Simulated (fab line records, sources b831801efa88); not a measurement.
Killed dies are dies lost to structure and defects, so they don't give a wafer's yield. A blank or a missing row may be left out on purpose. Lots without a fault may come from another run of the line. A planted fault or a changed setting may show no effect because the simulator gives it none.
fab line records | flow gf180mcu
record lots=24 wafers=72 last_day=34
route steps=602 shown V1@350 M2@377 M4@456 V4@490
lots that met no fault: from a run of the same line without faults
start_h: hours from the record's first day to the start of the lot's first wafer shown | wait_h: hours since the lot's step before | " the same as in the row above | L1.1+2: a row that stands for several wafers | - no value, or no start given | * or withheld: withheld | < > ~ a bound
route shown NAME@n: a module of which the file shows steps, and the number in the route of the first | usual: mean/standard deviation of fault-free wafers | same: alike in all rows | chamber/n: place in a boat | sites: the reading at each site | _std_site: their standard deviation | _edge_site: outer sites' mean less inner sites' | radius_mm: how far each site lies from the wafer's centre | mask NAME#n: copy n | behind: the tool/chamber that last shaped the wafer | hold: why the lot was held/for how many hours/how that ended | device: the transistor (n, p or np) that didn't switch | end of line: the same wafers' tests at the end of the route | a step without rows: its recipe alone | killed: dies lost to structure and defects at the first sort, not the wafer's yield | map: a wafer's dies, x killed, . not, _ none there
set.NAME: the setting as run; set.NAME@STEP: as run at that earlier step | model.NAME: the simulator's own value behind a step, which no gauge read
steps of the route over a sample of lots; a table a step, a row a wafer
services: from which hour (start_h, from the record's first day; less than 0 if before it) a tool's chamber was out of use, for how many hours, and why
## steps
# step GF_V1_OVL_MEAS_15
# usual V1_OVL=1/5.2
# columns lot.wafer tool chamber start_h wait_h V1_OVL[nm]
L074.3 overlay-02 - 415.58 0.1 3
L074.5 " - " " 4
L074.6 " - " " 2
L075.2 overlay-02 - 419.39 0.1 13
L075.3 " - " " 8
L075.5 " - " " 5
L076.4 overlay-02 - 436.11 0.1 12
L076.5 " - " " 4
L076.6 " - " " 14
L077.3 overlay-02 - 440.30 0.1 9
L077.5 " - " " 0
L077.6 " - " " 6
L078.1 overlay-02 - 451.22 0.1 1
L078.5 " - " " -8
L078.6 " - " " 2
L079.2 overlay-02 - 462.75 0.1 6
L079.3 " - " " 0
L079.4 " - " " 4
L080.1 overlay-02 - 470.32 0.1 -5
L080.2 " - " " -9
L080.3 " - " " -10
L081.2 overlay-02 - 481.33 0.1 3
L081.4 " - " " 5
L081.6 " - " " -1
L082.3 overlay-01 - 490.85 0.1 0
L082.4 " - " " -5
L082.5 " - " " 1
L083.1 overlay-02 - 496.02 0.1 -4
L083.4 " - " " -5
L083.6 " - " " -4
L084.1 overlay-01 - 509.87 0.1 1
L084.2 " - " " -10
L084.4 " - " " -8
L085.2 overlay-01 - 514.03 0.1 6
L085.3 " - " " 4
L085.5 " - " " 5
L086.1 overlay-02 - 523.84 0.1 0
L086.2 " - " " -1
L086.6 " - " " 5
L087.1 overlay-01 - 530.44 0.1 -7
L087.3 " - " " 0
L087.4 " - " " -6
L088.2 overlay-01 - 537.64 0.1 0
L088.3 " - " " 1
L088.5 " - " " 3
L089.3 overlay-02 - 547.88 0.1 6
L089.4 " - " " 4
L089.6 " - " " 0
L090.3 overlay-02 - 553.35 0.1 9
L090.4 " - " " 12
L090.5 " - " " 2
L091.2 overlay-01 - 560.09 0.1 -4
L091.3 " - " " -10
L091.6 " - " " -3
L092.2 overlay-02 - 570.57 0.1 -4
L092.3 " - " " 1
L092.5 " - " " -1
L093.1 overlay-01 - 576.39 0.1 -1
L093.5 " - " " -1
L093.6 " - " " 2
L094.1 overlay-02 - 584.59 0.1 7
L094.3 " - " " 4
L094.5 " - " " -1
L095.1 overlay-02 - 591.14 0.1 2
L095.4 " - " " 7
L095.5 " - " " 5
L096.1 overlay-01 - 600.64 0.1 -1
L096.3 " - " " 1
L096.5 " - " " -2
L097.3 overlay-01 - 604.33 0.1 0
L097.5 " - " " 1
L097.6 " - " " -3
# step GF_V1_SPUTTER_21
# recipe material=Ti target_thk_nm=15 chamber_pressure_pa=5 power_w=2500 substrate_temp_c=200 time_s=80.02
# usual substrate_temp_c=199.99/0.16 throttle_valve_pct=29.9/1.1
# columns lot.wafer tool chamber start_h wait_h substrate_temp_c throttle_valve_pct
L074.3 pvd_sputter-03 - 416.27 0.0 199.92 32.7
L074.5 " - " " 200.11 30.5
L074.6 " - " " 200.00 29.0
L075.2 pvd_sputter-01 - 420.09 0.0 199.84 27.7
L075.3 " - " " 200.04 29.7
L075.5 " - " " 199.99 29.7
L076.4 pvd_sputter-01 - 436.79 0.0 200.03 29.5
L076.5 " - " " 200.20 29.7
L076.6 " - " " 200.04 30.0
L077.3 pvd_sputter-01 - 441.00 0.0 199.91 30.2
L077.5 " - " " 199.88 29.8
L077.6 " - " " 199.88 27.9
L078.1 pvd_sputter-02 - 451.95 0.0 199.81 30.3
L078.5 " - " " 199.83 30.4
L078.6 " - " " 200.04 29.9
L079.2 pvd_sputter-01 - 463.48 0.0 200.31 29.9
L079.3 " - " " 199.95 27.9
L079.4 " - " " 199.86 30.3
L080.1 pvd_sputter-02 - 471.08 0.0 199.91 31.5
L080.2 " - " " 199.85 30.1
L080.3 " - " " 199.87 29.8
L081.2 pvd_sputter-03 - 482.02 0.0 200.16 32.5
L081.4 " - " " 199.92 30.6
L081.6 " - " " 199.76 32.5
L082.3 pvd_sputter-03 - 491.58 0.0 199.91 32.2
L082.4 " - " " 199.77 28.7
L082.5 " - " " 199.75 29.2
L083.1 pvd_sputter-03 - 496.84 0.0 199.81 32.8
L083.4 " - " " 200.19 29.0
L083.6 " - " " 199.97 30.4
L084.1 pvd_sputter-01 - 510.66 0.0 199.94 28.2
L084.2 " - " " 199.92 30.1
L084.4 " - " " 200.12 29.8
L085.2 pvd_sputter-03 - 514.81 0.0 199.82 28.7
L085.3 " - " " 200.02 32.5
L085.5 " - " " 200.12 30.5
L086.1 pvd_sputter-02 - 524.88 0.0 199.79 30.3
L086.2 " - " " 199.83 30.5
L086.6 " - " " 200.07 30.4
L087.1 pvd_sputter-01 - 531.25 0.0 199.92 30.3
L087.3 " - " " 200.04 29.5
L087.4 " - " " 200.31 27.9
L088.2 pvd_sputter-02 - 538.33 0.0 199.81 30.5
L088.3 " - " " 200.01 31.1
L088.5 " - " " 199.99 30.3
L089.3 pvd_sputter-01 - 548.57 0.0 199.83 30.0
L089.4 " - " " 200.00 29.5
L089.6 " - " " 199.80 29.6
L090.3 pvd_sputter-02 - 554.07 0.0 199.85 30.8
L090.4 " - " " 199.98 30.3
L090.5 " - " " 200.13 29.9
L091.2 pvd_sputter-03 - 561.13 0.0 199.90 28.8
L091.3 " - " " 200.47 29.0
L091.6 " - " " 199.96 30.4
L092.2 pvd_sputter-02 - 571.31 0.0 200.09 30.2
L092.3 " - " " 200.09 29.9
L092.5 " - " " 199.80 30.2
L093.1 pvd_sputter-03 - 577.15 0.0 200.10 28.9
L093.5 " - " " 200.16 29.3
L093.6 " - " " 200.21 30.8
L094.1 pvd_sputter-01 - 585.31 0.0 199.72 27.9
L094.3 " - " " 200.25 29.5
L094.5 " - " " 200.37 29.8
L095.1 pvd_sputter-01 - 591.86 0.0 199.77 30.3
L095.4 " - " " 199.90 27.9
L095.5 " - " " 199.68 30.0
L096.1 pvd_sputter-03 - 601.34 0.0 199.76 28.8
L096.3 " - " " 200.05 32.4
L096.5 " - " " 199.65 29.0
L097.3 pvd_sputter-01 - 605.02 0.0 200.08 30.1
L097.5 " - " " 199.94 29.6
L097.6 " - " " 200.22 29.9
# step GF_M2_OVL_MEAS_15
# usual M2_OVL=7/5.1
# columns lot.wafer tool chamber start_h wait_h M2_OVL[nm]
L074.3 overlay-02 - 441.47 0.1 5
L074.5 " - " " 7
L074.6 " - " " 0
L075.2 overlay-02 - 445.73 0.1 8
L075.3 " - " " 9
L075.5 " - " " 11
L076.4 overlay-01 - 462.64 0.1 13
L076.5 " - " " 14
L076.6 " - " " 7
L077.3 overlay-01 - 466.53 0.1 9
L077.5 " - " " 8
L077.6 " - " " 4
L078.1 overlay-02 - 477.39 0.1 7
L078.5 " - " " 6
L078.6 " - " " 3
L079.2 overlay-02 - 489.19 0.1 5
L079.3 " - " " 5
L079.4 " - " " 14
L080.1 overlay-02 - 496.72 0.1 -4
L080.2 " - " " -5
L080.3 " - " " -3
L081.2 overlay-01 - 507.16 0.1 6
L081.4 " - " " 2
L081.6 " - " " 6
L082.3 overlay-02 - 515.22 0.1 0
L082.4 " - " " 5
L082.5 " - " " 4
L083.1 overlay-01 - 521.59 0.1 17
L083.4 " - " " 20
L083.6 " - " " 6
L084.1 overlay-02 - 534.56 0.1 8
L084.2 " - " " 2
L084.4 " - " " 5
L085.2 overlay-02 - 538.88 0.1 8
L085.3 " - " " 4
L085.5 " - " " -2
L086.1 overlay-01 - 549.47 0.1 1
L086.2 " - " " 2
L086.6 " - " " -2
L087.1 overlay-02 - 554.99 0.1 8
L087.3 " - " " 12
L087.4 " - " " 12
L088.2 overlay-01 - 562.29 0.1 4
L088.3 " - " " 3
L088.5 " - " " 4
L089.3 overlay-02 - 572.28 0.1 9
L089.4 " - " " 1
L089.6 " - " " 7
L090.3 overlay-02 - 577.08 0.1 8
L090.4 " - " " 7
L090.5 " - " " 12
L091.2 overlay-01 - 583.94 0.1 10
L091.3 " - " " 18
L091.6 " - " " 8
L092.2 overlay-02 - 593.87 0.1 7
L092.3 " - " " -1
L092.5 " - " " 8
L093.1 overlay-02 - 599.70 0.1 2
L093.5 " - " " 7
L093.6 " - " " 4
L094.1 overlay-01 - 606.80 0.1 6
L094.3 " - " " 4
L094.5 " - " " 7
L095.1 overlay-02 - 614.02 0.1 9
L095.4 " - " " 13
L095.5 " - " " 11
L096.1 overlay-02 - 623.47 0.1 6
L096.3 " - " " 8
L096.5 " - " " 9
L097.3 overlay-01 - 626.77 0.1 7
L097.5 " - " " 11
L097.6 " - " " 12
# step GF_M4_SPUTTER_00
# recipe material=Ti target_thk_nm=37.5 arriving_ion_energy_ev=80 substrate_temp_c=200 chamber_pressure_pa=2 power_w=4000 time_s=150
# usual substrate_temp_c=199.99/0.17 throttle_valve_pct=30.1/1.2
# columns lot.wafer tool chamber start_h wait_h substrate_temp_c throttle_valve_pct
L074.3 pvd_sputter-03 - 519.33 0.2 200.01 28.9
L074.5 " - " " 200.15 28.9
L074.6 " - " " 200.02 29.0
L075.2 pvd_sputter-03 - 523.50 0.2 200.21 28.8
L075.3 " - " " 199.83 32.5
L075.5 " - " " 200.17 30.5
L076.4 pvd_sputter-02 - 540.41 0.2 200.06 30.9
L076.5 " - " " 199.82 30.3
L076.6 " - " " 199.86 31.1
L077.3 pvd_sputter-03 - 543.56 0.2 200.08 32.5
L077.5 " - " " 199.79 30.6
L077.6 " - " " 199.78 28.6
L078.1 pvd_sputter-02 - 552.53 0.2 199.72 31.2
L078.5 " - " " 200.05 30.0
L078.6 " - " " 199.84 31.1
L079.2 pvd_sputter-02 - 564.26 0.1 200.11 31.1
L079.3 " - " " 199.88 30.5
L079.4 " - " " 200.26 30.1
L080.1 pvd_sputter-03 - 571.65 0.1 199.84 30.6
L080.2 " - " " 199.72 32.8
L080.3 " - " " 200.33 28.8
L081.2 pvd_sputter-04 - 582.27 0.2 200.37 29.2
L081.4 " - " " 199.93 31.5
L081.6 " - " " 199.88 31.3
L082.3 pvd_sputter-03 - 587.55 0.1 199.97 30.4
L082.4 " - " " 199.97 32.6
L082.5 " - " " 199.98 32.7
L083.1 pvd_sputter-02 - 594.06 0.2 200.31 30.4
L083.4 " - " " 200.07 29.9
L083.6 " - " " 200.08 29.8
L084.1 pvd_sputter-04 - 605.18 0.1 200.25 28.0
L084.2 " - " " 200.01 31.2
L084.4 " - " " 199.99 29.5
L085.2 pvd_sputter-02 - 609.83 0.1 199.83 30.6
L085.3 " - " " 199.81 31.4
L085.5 " - " " 200.00 31.0
L086.1 pvd_sputter-02 - 619.42 0.1 199.81 31.2
L086.2 " - " " 200.25 30.0
L086.6 " - " " 199.73 30.3
L087.1 pvd_sputter-03 - 625.57 0.1 199.97 29.0
L087.3 " - " " 200.21 32.4
L087.4 " - " " 200.16 30.5
L088.2 pvd_sputter-04 - 631.93 0.2 199.95 28.3
L088.3 " - " " 199.95 29.5
L088.5 " - " " 200.12 29.2
L089.3 pvd_sputter-04 - 642.16 0.2 200.28 28.2
L089.4 " - " " 199.92 30.9
L089.6 " - " " 200.32 28.4
L090.3 pvd_sputter-02 - 645.78 0.2 199.92 30.0
L090.4 " - " " 199.84 30.2
L090.5 " - " " 200.00 31.1
L091.2 pvd_sputter-03 - 652.32 0.2 200.14 28.9
L091.3 " - " " 199.94 32.6
L091.6 " - " " 199.65 28.8
L092.2 pvd_sputter-04 - 661.82 0.2 200.11 28.1
L092.3 " - " " 199.85 29.1
L092.5 " - " " 199.66 28.3
L093.1 pvd_sputter-02 - 666.16 0.1 199.85 30.4
L093.5 " - " " 200.03 30.3
L093.6 " - " " 200.00 29.7
L094.1 pvd_sputter-03 - 673.64 0.2 199.84 28.9
L094.3 " - " " 200.15 32.5
L094.5 " - " " 199.57 29.0
L095.1 pvd_sputter-03 - 680.08 0.2 199.96 32.7
L095.4 " - " " 200.03 28.9
L095.5 " - " " 200.34 28.6
L096.1 pvd_sputter-02 - 688.74 0.1 199.99 29.9
L096.3 " - " " 199.81 30.4
L096.5 " - " " 199.75 31.2
L097.3 pvd_sputter-02 - 692.99 0.2 199.73 30.7
L097.5 " - " " 199.90 30.3
L097.6 " - " " 199.95 31.3
# step GF_M4_OVL_MEAS_15
# usual M4_OVL=-2/5.7
# columns lot.wafer tool chamber start_h wait_h M4_OVL[nm]
L074.3 overlay-02 - 542.52 0.1 -4
L074.5 " - " " -6
L074.6 " - " " 0
L075.2 overlay-01 - 546.41 0.1 -8
L075.3 " - " " -1
L075.5 " - " " -6
L076.4 overlay-01 - 562.74 0.1 7
L076.5 " - " " 12
L076.6 " - " " 13
L077.3 overlay-02 - 565.90 0.1 -13
L077.5 " - " " -10
L077.6 " - " " -9
L078.1 overlay-01 - 574.12 0.1 -7
L078.5 " - " " -1
L078.6 " - " " -8
L079.2 overlay-02 - 586.47 0.1 -5
L079.3 " - " " -6
L079.4 " - " " 5
L080.1 overlay-02 - 593.19 0.1 2
L080.2 " - " " 10
L080.3 " - " " 4
L081.2 overlay-01 - 603.37 0.1 -4
L081.4 " - " " -4
L081.6 " - " " -7
L082.3 overlay-02 - 609.68 0.1 2
L082.4 " - " " 1
L082.5 " - " " -5
L083.1 overlay-01 - 614.95 0.1 -3
L083.4 " - " " 6
L083.6 " - " " -1
L084.1 overlay-02 - 625.75 0.1 0
L084.2 " - " " -5
L084.4 " - " " 6
L085.2 overlay-01 - 630.19 0.1 7
L085.3 " - " " 1
L085.5 " - " " 1
L086.1 overlay-02 - 640.20 0.1 3
L086.2 " - " " -9
L086.6 " - " " -7
L087.1 overlay-01 - 646.08 0.1 1
L087.3 " - " " -3
L087.4 " - " " 1
L088.2 overlay-02 - 652.81 0.1 8
L088.3 " - " " -2
L088.5 " - " " 0
L089.3 overlay-02 - 662.58 0.1 -5
L089.4 " - " " 1
L089.6 " - " " 6
L090.3 overlay-01 - 665.56 0.1 1
L090.4 " - " " -2
L090.5 " - " " 4
L091.2 overlay-01 - 672.42 0.1 3
L091.3 " - " " 1
L091.6 " - " " 2
L092.2 overlay-01 - 681.32 0.1 -13
L092.3 " - " " -12
L092.5 " - " " -3
L093.1 overlay-02 - 686.22 0.1 -12
L093.5 " - " " -2
L093.6 " - " " 1
L094.1 overlay-02 - 693.43 0.1 -2
L094.3 " - " " -7
L094.5 " - " " -2
L095.1 overlay-02 - 699.73 0.1 -2
L095.4 " - " " -5
L095.5 " - " " -3
L096.1 overlay-01 - 708.02 0.1 -6
L096.3 " - " " 1
L096.5 " - " " 1
L097.3 overlay-01 - 711.85 0.1 -9
L097.5 " - " " -8
L097.6 " - " " -8
# step GF_V4_CD_MEAS_14
# recipe target_cd_nm=260
# usual cd_nm=259.4/1.3
# columns lot.wafer tool chamber start_h wait_h cd_nm
L074.3 cd_sem-01 - 566.16 0.1 258.8
L074.5 " - " " 258.7
L074.6 " - " " 258.8
L075.2 cd_sem-01 - 569.89 0.1 260.1
L075.3 " - " " 260.4
L075.5 " - " " 260.5
L076.4 cd_sem-02 - 585.69 0.1 259.4
L076.5 " - " " 260.2
L076.6 " - " " 259.3
L077.3 cd_sem-01 - 588.76 0.1 259.1
L077.5 " - " " 260.0
L077.6 " - " " 260.9
L078.1 cd_sem-02 - 597.03 0.1 261.2
L078.5 " - " " 260.8
L078.6 " - " " 261.6
L079.2 cd_sem-01 - 608.68 0.1 259.5
L079.3 " - " " 259.7
L079.4 " - " " 258.9
L080.1 cd_sem-01 - 615.18 0.1 259.6
L080.2 " - " " 258.9
L080.3 " - " " 260.6
L081.2 cd_sem-01 - 624.70 0.1 261.0
L081.4 " - " " 261.8
L081.6 " - " " 261.5
L082.3 cd_sem-01 - 631.51 0.1 261.4
L082.4 " - " " 260.5
L082.5 " - " " 261.4
L083.1 cd_sem-01 - 636.41 0.1 260.2
L083.4 " - " " 261.3
L083.6 " - " " 260.4
L084.1 cd_sem-01 - 647.03 0.1 259.9
L084.2 " - " " 258.4
L084.4 " - " " 257.9
L085.2 cd_sem-02 - 651.70 0.1 258.6
L085.3 " - " " 258.1
L085.5 " - " " 258.7
L086.1 cd_sem-02 - 661.32 0.1 257.2
L086.2 " - " " 258.6
L086.6 " - " " 257.3
L087.1 cd_sem-01 - 667.33 0.1 260.2
L087.3 " - " " 261.9
L087.4 " - " " 261.5
L088.2 cd_sem-01 - 674.03 0.1 258.8
L088.3 " - " " 259.6
L088.5 " - " " 257.8
L089.3 cd_sem-02 - 683.52 0.1 259.2
L089.4 " - " " 259.2
L089.6 " - " " 259.3
L090.3 cd_sem-02 - 686.60 0.1 259.8
L090.4 " - " " 257.6
L090.5 " - " " 258.3
L091.2 cd_sem-01 - 693.59 0.1 258.3
L091.3 " - " " 259.7
L091.6 " - " " 258.9
L092.2 cd_sem-02 - 701.50 0.1 260.7
L092.3 " - " " 258.8
L092.5 " - " " 259.7
L093.1 cd_sem-02 - 707.02 0.1 257.7
L093.5 " - " " 258.3
L093.6 " - " " 257.4
L094.1 cd_sem-01 - 714.12 0.1 258.9
L094.3 " - " " 259.4
L094.5 " - " " 258.1
L095.1 cd_sem-01 - 718.92 0.1 260.2
L095.4 " - " " 260.5
L095.5 " - " " 260.9
L096.1 cd_sem-01 - 727.93 0.1 257.5
L096.3 " - " " 258.9
L096.5 " - " " 257.8
L097.3 cd_sem-01 - 730.87 0.1 257.8
L097.5 " - " " 256.8
L097.6 " - " " 257.6
## services
# columns tool chamber start_h hours kind
pvd_sputter-04 - 421.33 7.1 repair
pvd_sputter-02 - 461.60 0.9 repair
pvd_sputter-02 - 464.77 1.8 repair
pvd_sputter-01 - 497.20 2.4 repair
pvd_sputter-04 - 500.58 0.6 repair
pvd_sputter-02 1 501.37 - consumable_replace:kit
pvd_sputter-02 1 501.37 18.0 scheduled_down
pvd_sputter-02 1 501.37 18.0 vent_cycle
pvd_sputter-03 - 517.52 0.5 repair
pvd_sputter-03 - 518.79 0.5 repair
pvd_sputter-03 - 524.00 1.7 repair
pvd_sputter-04 - 528.48 2.1 repair
pvd_sputter-03 - 535.88 3.1 repair
pvd_sputter-02 - 585.19 2.2 repair
pvd_sputter-02 - 588.32 1.2 repair
pvd_sputter-01 - 588.34 3.2 repair
pvd_sputter-04 - 625.69 2.3 repair
pvd_sputter-02 0 630.85 - consumable_replace:kit
pvd_sputter-03 0 647.13 - consumable_replace:kit
pvd_sputter-03 0 647.13 18.0 scheduled_down
pvd_sputter-03 0 647.13 18.0 vent_cycle
pvd_sputter-03 - 662.12 2.0 repair
pvd_sputter-01 - 684.96 3.2 repair
pvd_sputter-01 - 687.12 0.6 repair
## key
fault none
